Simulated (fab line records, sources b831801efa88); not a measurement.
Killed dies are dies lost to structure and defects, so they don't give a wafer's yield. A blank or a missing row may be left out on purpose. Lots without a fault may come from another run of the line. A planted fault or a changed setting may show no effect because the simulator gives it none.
One fault seen from 2 desks | flow gf180mcu | each desk has only its own numbers; what lay behind them comes last

THE TOOL OWNER'S DESK: rie_diel-02
The tool's own readings at GF_STI_ETCH_13 (etches the open film in CHF3/O2, stops on Si, target depth 282.31 nm, time 112.9 s): means of the sampled wafers that have a number, for each lot that ran on this tool. A lot is out of limits, marked OUT, if its mean lies more than 4 standard deviations from the usual mean; the brackets give that distance.
Columns: A = drypump_motor_current_A at GF_STI_ETCH_13, usual 5.8 A; B = oes_product_au at GF_STI_ETCH_13, usual 0.835 a.u.; C = throttle_valve_pct at GF_STI_ETCH_13, usual 8.812 %
lot  | first seen here | A   | B     | C
L791 | day 3 20:52     | 5.7 | 0.836 | 8.813
L792 | day 4 00:04     | 5.7 | 0.843 | 8.819
L793 | day 4 04:52     | 5.5 | 0.849 | 8.815
This desk's finding: nothing out of limits on any of the 3 lots.

THE METROLOGY DESK
What the gauges read, lot by lot, whatever tool the lot ran on: means of the sampled wafers that have a number. A lot is out of limits, marked OUT, if its mean lies more than 4 standard deviations from the usual mean; the brackets give that distance.
Columns: A = STI_OXIDATION_THK at GF_STI_THK_MEAS_02, usual 10.02 nm; B = STI_CVD_03_THK at GF_STI_THK_MEAS_04, usual 208.4 nm; C = cd_nm at GF_STI_CD_MEAS_12, usual 220.0 nm
lot  | first seen here | A     | B     | C
L783 | day 1 11:42     | 9.81  | 206.7 | 219.3
L785 | day 1 22:05     | 9.85  | 207.3 | 220.5
L791 | day 3 05:30     | 9.99  | 207.8 | 218.1
L792 | day 3 08:33     | 10.00 | 209.6 | 222.6
L793 | day 3 13:31     | 10.02 | 210.1 | 220.5
L797 | day 4 09:31     | 9.85  | 205.4 | 221.6
L798 | day 4 14:32     | 9.90  | 208.2 | 220.0
This desk's finding: nothing out of limits on any of the 7 lots.

PUT TOGETHER
The tool owner's desk saw nothing out of limits.
The metrology desk saw nothing out of limits.

WHAT THE SIMULATOR HAD PUT IN
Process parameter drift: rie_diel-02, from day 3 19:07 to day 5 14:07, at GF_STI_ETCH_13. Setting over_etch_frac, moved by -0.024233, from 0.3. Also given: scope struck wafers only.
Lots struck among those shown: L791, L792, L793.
